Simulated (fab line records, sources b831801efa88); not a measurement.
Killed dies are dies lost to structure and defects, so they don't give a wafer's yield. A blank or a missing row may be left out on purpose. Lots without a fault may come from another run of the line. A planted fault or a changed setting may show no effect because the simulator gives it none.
One fault seen from 2 desks | flow sky130 | each desk has only its own numbers; what lay behind them comes last

THE TOOL OWNER'S DESK: pecvd-03
The tool's own readings at SKY_CAPM_CVD_00 (deposits SiO2, target thk 15.5 nm): means of the sampled wafers that have a number, for each lot that ran on this tool. A lot is out of limits, marked OUT, if its mean lies more than 4 standard deviations from the usual mean; the brackets give that distance.
Columns: A = heater_power_w at SKY_CAPM_CVD_00, usual 678 W
lot  | first seen here | A
L211 | day 36 06:05    | 773
L213 | day 36 11:06    | 647
L214 | day 36 18:40    | 700
L215 | day 37 08:40    | 723
L223 | day 41 18:02    | 746
L226 | day 42 02:52    | 696
L230 | day 42 10:10    | 697
L234 | day 43 06:41    | 650
This desk's finding: nothing out of limits on any of the 8 lots.

THE METROLOGY DESK
What the gauges read, lot by lot, whatever tool the lot ran on: means of the sampled wafers that have a number. A lot is out of limits, marked OUT, if its mean lies more than 4 standard deviations from the usual mean; the brackets give that distance.
Columns: A = METAL2_OVL at SKY_METAL2_OVL_MEAS_16, usual -6 nm; B = VIA2_W_RS at SKY_VIA2_RS_MEAS_22, usual 0.271 ohm/sq; C = CAPM_CVD_00_THK at SKY_CAPM_THK_MEAS_01, usual 15.61 nm
lot  | first seen here | A   | B     | C
L211 | day 34 23:40    | -4  | 0.267 | 15.46
L212 | day 35 05:04    | -7  | 0.268 | 15.50
L213 | day 35 06:35    | -6  | 0.273 | 15.50
L214 | day 35 13:34    | -4  | 0.271 | 19.79 (+20) OUT
L215 | day 36 04:14    | 0   | 0.268 | 19.99 (+21) OUT
L222 | day 38 19:02    | -2  | 0.270 | 15.60
L223 | day 40 15:16    | -6  | 0.269 | 15.63
L225 | day 40 20:52    | -9  | 0.275 | 15.48
L226 | day 41 00:23    | -12 | 0.269 | 15.82
L230 | day 41 07:41    | -10 | 0.272 | 15.75
L231 | day 41 12:52    | -10 | 0.274 | 15.53
L234 | day 42 04:47    | -6  | 0.277 | 15.90
This desk's finding: out of limits on L214, L215; first on L214, day 36 18:41 (CAPM_CVD_00_THK at SKY_CAPM_THK_MEAS_01). In limits: L211, L212, L213, L222, L223, L225, L226, L230, L231, L234.

PUT TOGETHER
The metrology desk could have raised an alarm at day 36 18:41, on L214, L215.
The tool owner's desk saw nothing out of limits.
The tool owner's desk has L214, L215 on record, within its limits.
Of the lots named, all ran SKY_CAPM_CVD_00 on pecvd-03.

WHAT THE SIMULATOR HAD PUT IN
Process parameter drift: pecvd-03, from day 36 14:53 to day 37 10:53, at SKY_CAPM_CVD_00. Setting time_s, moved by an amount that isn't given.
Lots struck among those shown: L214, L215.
Hours from the fault's start to each desk's first reading out of limits: the metrology desk, 4.
